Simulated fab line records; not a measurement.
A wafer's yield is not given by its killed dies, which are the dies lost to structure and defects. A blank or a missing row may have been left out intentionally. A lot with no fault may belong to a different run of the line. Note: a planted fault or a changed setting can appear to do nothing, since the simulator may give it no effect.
Chamber matching + flow sky130 + cmp-01 running SKY_CONTACT_CMP_04: 4 sister chambers
The step polishes SiO2. 8 wafers are shown with their chamber, then 9 later ones without.

## EACH WAFER AND ITS CHAMBER
| wafer  | chamber | motorCurrentA (A) | timeToEndpointS (s) |
|--------|---------|-------------------|---------------------|
| L640.3 | 2       | 12.3              | 86                  |
| L641.3 | 1       | 14.4              | 81                  |
| L644.1 | 2       | 12.0              | 87                  |
| L652.4 | 1       | 13.9              | 83                  |
| L652.6 | 0       | 9.7               | 88                  |
| L653.2 | 3       | 11.3              | 90                  |
| L653.3 | 0       | 10.1              | 91                  |
| L653.5 | 3       | 11.3              | 85                  |

## WAFERS MISSING THEIR CHAMBER
| wafer  | motorCurrentA (A) | timeToEndpointS (s) |
|--------|-------------------|---------------------|
| L654.2 | 10.2              | 90                  |
| L654.5 | 11.6              | 84                  |
| L654.6 | 12.0              | 88                  |
| L655.1 | 15.0              | 85                  |
| L655.2 | 12.1              | 86                  |
| L655.5 | 15.1              | 86                  |
| L656.2 | 12.5              | 94                  |
| L656.3 | 9.9               | 83                  |
| L656.6 | 10.0              | 85                  |

## WHICH CHAMBER EACH ONE RAN IN
| wafer  | from the rows above     | in truth |
|--------|-------------------------|----------|
| L654.2 | 0                       | 0        |
| L654.5 | can't be placed: 3 or 2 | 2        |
| L654.6 | can't be placed: 2 or 3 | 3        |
| L655.1 | 1                       | 1        |
| L655.2 | 2                       | 2        |
| L655.5 | 1                       | 1        |
| L656.2 | can't be placed: 2 or 3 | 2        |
| L656.3 | 0                       | 0        |
| L656.6 | 0                       | 0        |
Placed correctly: 6 of 9. Cannot be placed on the basis of these rows: 3; the candidates contain the true chamber in 3. Wrongly placed: 0.
How it was worked out, from the rows above alone: a wafer's distance from a chamber is the root of the sum, over the readings, of the square of ((its reading less the chamber's mean) divided by the reading's scatter). The wafer belongs to the nearest chamber; if the next one is less than 2 further off, it can't be placed. Each chamber's mean is taken over the wafers shown for it. The scatter: the root of (the sum of the squares of (reading less its chamber's mean) over the shown wafers, divided by (wafers less chambers)).
